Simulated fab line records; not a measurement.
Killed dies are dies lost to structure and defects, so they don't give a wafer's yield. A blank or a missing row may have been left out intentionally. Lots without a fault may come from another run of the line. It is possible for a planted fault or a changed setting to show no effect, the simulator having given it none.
Problem report in the 8D (eight disciplines) form, filled by code -- flow gf180mcu -- the parts of the form that need people (team, actions taken, sign-off) are left out

## 1. THE ISSUE
Wafers without a fault read 22.98 C, standard deviation 0.1; developer-temp-C at GF_DUAL_GATE_DEVELOP_10 reads a mean of 21.96 C on 6 wafers belonging to 2 lots. That is -10 standard deviations from the usual mean.
The step: develop time 60 s.
First observed at day 13 11:22: wafer L603.2, on litho-track-02. Wafers with a number at this step in the record: 42, from 14 lots. Rule for "out" (also "out of limits"): further than 4 standard deviations from the usual mean. The rest of the wafers with a number are treated as sound.

## 2. WHAT IT IS AND WHAT IT IS NOT
question,is,is not
which readings at this step,developer-temp-C,-
which lots,"L603, L604","L587, L588, L590, L592, L593, L594, L595, L596, L598, L599, L601, L602"
which wafers of those lots,all that have a number,-
read on which tools,litho-track-02,"litho-track-03, litho-track-04"
when,from day 13 11:22,up to then (36 sound wafers)

## 3. SUSPECTS, AND WHAT RULES EACH OUT
Counting: any tool at a process step up to the reading is kept as a suspect provided that every lot that is out went through it and no sound lot did after the first of them.
- litho-track-02 at GF_DUAL_GATE_DEVELOP_10 (develop time 60 s): kept. It ran every lot that is out, first L603 (day 13 11:22), and no sound lot after that; its last sound lot up to then is L601 (day 12 22:48). Its own readings are out on those wafers: developer-temp-C.
After counting, what remains is litho-track-02 at GF_DUAL_GATE_DEVELOP_10.

## 4. THE CAUSE (what the simulator had put in)
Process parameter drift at GF_DUAL_GATE_DEVELOP_10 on litho-track-02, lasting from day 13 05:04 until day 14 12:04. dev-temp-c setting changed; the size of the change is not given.
The count eliminated every tool but this one.

## 5. THE EFFECT CHAIN, in route order
One row per reading whose mean, taken over the struck wafers that have a number, lies over 3 standard deviations from the usual. Readings are gone through only where the record gives a usual standard deviation; hours: the median, over the lots, of the time from a lot's start at the first step in this table giving one to that lot's start at this step; sigmas: the change measured in usual standard deviations.
hours,step,reading,usual,on struck wafers,change,sigmas
0,GF_DUAL_GATE_DEVELOP_10,developer-temp-C,22.98 C,21.96,-1.02,-10
It contains these process steps:
- GF_DUAL_GATE_DEVELOP_10: develop time 60 s.
Later measuring or inspecting steps at which every struck wafer that the step has a row for has a number for every such reading, and none has moved that far: GF_CONTACT_CD_MEAS_14, GF_CONTACT_OVL_MEAS_15.

## 6. WHAT WOULD HAVE CAUGHT IT SOONER
6 hours passed between the start of the fault at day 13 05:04 and the first reading out of limits in this record, taken at day 13 11:22.
